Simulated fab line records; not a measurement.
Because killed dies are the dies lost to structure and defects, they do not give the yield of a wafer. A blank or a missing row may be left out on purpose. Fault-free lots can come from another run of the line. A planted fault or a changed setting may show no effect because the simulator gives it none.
The same fault as seen by 2 desks    flow gf180mcu    every desk sees just its own numbers, and what lay behind them comes last

METROLOGY DESK
What the gauges read for every lot (on any tool): the sampled wafers with a number, averaged. The brackets show how far a lot's mean lies from the usual mean; more than 4 standard deviations puts the lot out of limits, marked OUT.
Columns: A = cd nm at GF_M3_CD_MEAS_14, usual 280.3 nm; B = MIM_ALCU_RS at GF_MIM_RS_MEAS_10, usual 0.1605 ohm/sq; C = MIM_ALCU_THK at GF_MIM_THK_MEAS_11, usual 198.3 nm
lot   first seen here  A      B       C
L750  day 21 07:29     280.6  0.1598  199.2
L754  day 22 18:49     279.8  0.1614  197.4
L753  day 23 00:16     278.7  0.1605  197.7
L757  day 24 01:01     280.8  0.1614  198.9
L761  day 25 03:55     281.4  0.1596  196.3
L762  day 25 15:32     279.9  0.1606  197.5
L767  day 27 02:07     281.1  0.1610  195.3
L769  day 27 20:24     280.4  0.1595  195.2
L772  day 28 13:10     279.5  0.1602  192.3
L773  day 28 14:56     282.4  0.1617  195.9
Finding of this desk: none of the 10 lots has anything out of limits.

DESK OF THE TOOL OWNER: pvd sputter-01
At GF_MIM_SPUTTER_09 (material TiN, target thk 35 nm, time 29.2 s) the tool's own readings: per lot run on this tool, the mean of the sampled wafers that have a number. The brackets show how far a lot's mean lies from the usual mean; more than 4 standard deviations puts the lot out of limits, marked OUT.
Columns: A = cathode dc power W at GF_MIM_SPUTTER_09, usual 6500.0 W; B = throttle valve pct at GF_MIM_SPUTTER_09, usual 30.0 %
lot   first seen here  A       B
L757  day 27 00:05     6499.3  30.6
L761  day 27 23:37     6499.7  30.2
L762  day 28 10:08     6500.2  31.2
L767  day 29 19:47     6500.6  30.8
L769  day 30 12:18     6500.1  30.4
L772  day 31 03:47     6499.2  30.4
Finding of this desk: none of the 6 lots has anything out of limits.

PUT TOGETHER
The metrology desk saw nothing out of limits.
Nothing out of limits was seen by the tool owner's desk.

WHAT HAD BEEN PUT IN BY THE SIMULATOR
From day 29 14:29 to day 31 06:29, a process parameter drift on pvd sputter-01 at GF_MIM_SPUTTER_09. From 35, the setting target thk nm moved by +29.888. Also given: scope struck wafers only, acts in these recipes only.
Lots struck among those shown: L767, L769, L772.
